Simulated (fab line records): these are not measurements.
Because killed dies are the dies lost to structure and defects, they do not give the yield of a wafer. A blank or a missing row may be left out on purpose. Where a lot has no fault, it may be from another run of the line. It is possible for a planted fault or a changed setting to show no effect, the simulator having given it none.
A single fault, viewed from 2 desks | flow gf180mcu | every desk sees just its own numbers, and what lay behind them comes last

== DESK OF THE TOOL OWNER: implanter-03 ==
GF_LVPWELL_IMPLANT_09, tool's own readings: per-lot mean of the sampled wafers with a number, covering each lot this tool ran. The brackets show how far a lot's mean lies from the usual mean; more than 4 standard deviations puts the lot out of limits, marked OUT.
Columns: A = beamEnergyKeV at GF_LVPWELL_IMPLANT_09, usual 60.002; B = faradayCurrentUA at GF_LVPWELL_IMPLANT_09, usual 28.2
lot  | first seen here | A                        | B
L432 | day 5 12:54     | 60.002                   | 28.4
L434 | day 5 18:07     | 62.142 (+99 or more) OUT | 28.4
L436 | day 6 04:23     | 62.120 (+99 or more) OUT | 28.3
L440 | day 7 03:13     | 62.132 (+99 or more) OUT | 28.3
This desk's finding: out of limits on L434, L436, L440; first on L434, day 5 18:07 (beamEnergyKeV at GF_LVPWELL_IMPLANT_09). In limits: L432.

== THE METROLOGY DESK ==
Means of the sampled wafers that have a number, per lot and without regard to the tool the lot ran on: this is what the gauges read. The brackets show how far a lot's mean lies from the usual mean; more than 4 standard deviations puts the lot out of limits, marked OUT.
Columns: A = NWELL_TW at GF_NWELL_TW_MEAS_11, usual 1565; B = LVPWELL_OVL at GF_LVPWELL_OVL_MEAS_07, usual -0.4 nm
lot  | first seen here | A    | B
L429 | day 4 07:19     | 1572 | 0.3
L432 | day 4 22:13     | 1585 | 0.7
L433 | day 5 03:31     | 1550 | 0.7
L434 | day 5 03:52     | 1575 | -0.3
L436 | day 5 13:56     | 1558 | -1.9
L440 | day 6 12:01     | 1555 | -0.3
L447 | day 8 03:28     | 1566 | -0.4
This desk's verdict: no lot among the 7 shows anything out of limits.

== BROUGHT TOGETHER ==
An alarm could have come from the tool owner's desk at day 5 18:07, on L434, L436, L440.
The metrology desk saw nothing out of limits.
The metrology desk has L434, L436, L440 on record, within its limits.
On implanter-03, each named lot ran GF_LVPWELL_IMPLANT_09.

== WHAT THE SIMULATOR PUT IN ==
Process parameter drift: implanter-03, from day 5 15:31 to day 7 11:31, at GF_LVPWELL_IMPLANT_09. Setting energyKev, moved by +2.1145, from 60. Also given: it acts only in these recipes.
Shown lots that were struck: L434, L436, L440.
Time in hours from fault onset to the first out-of-limits reading at each desk: the tool owner's desk, 3.
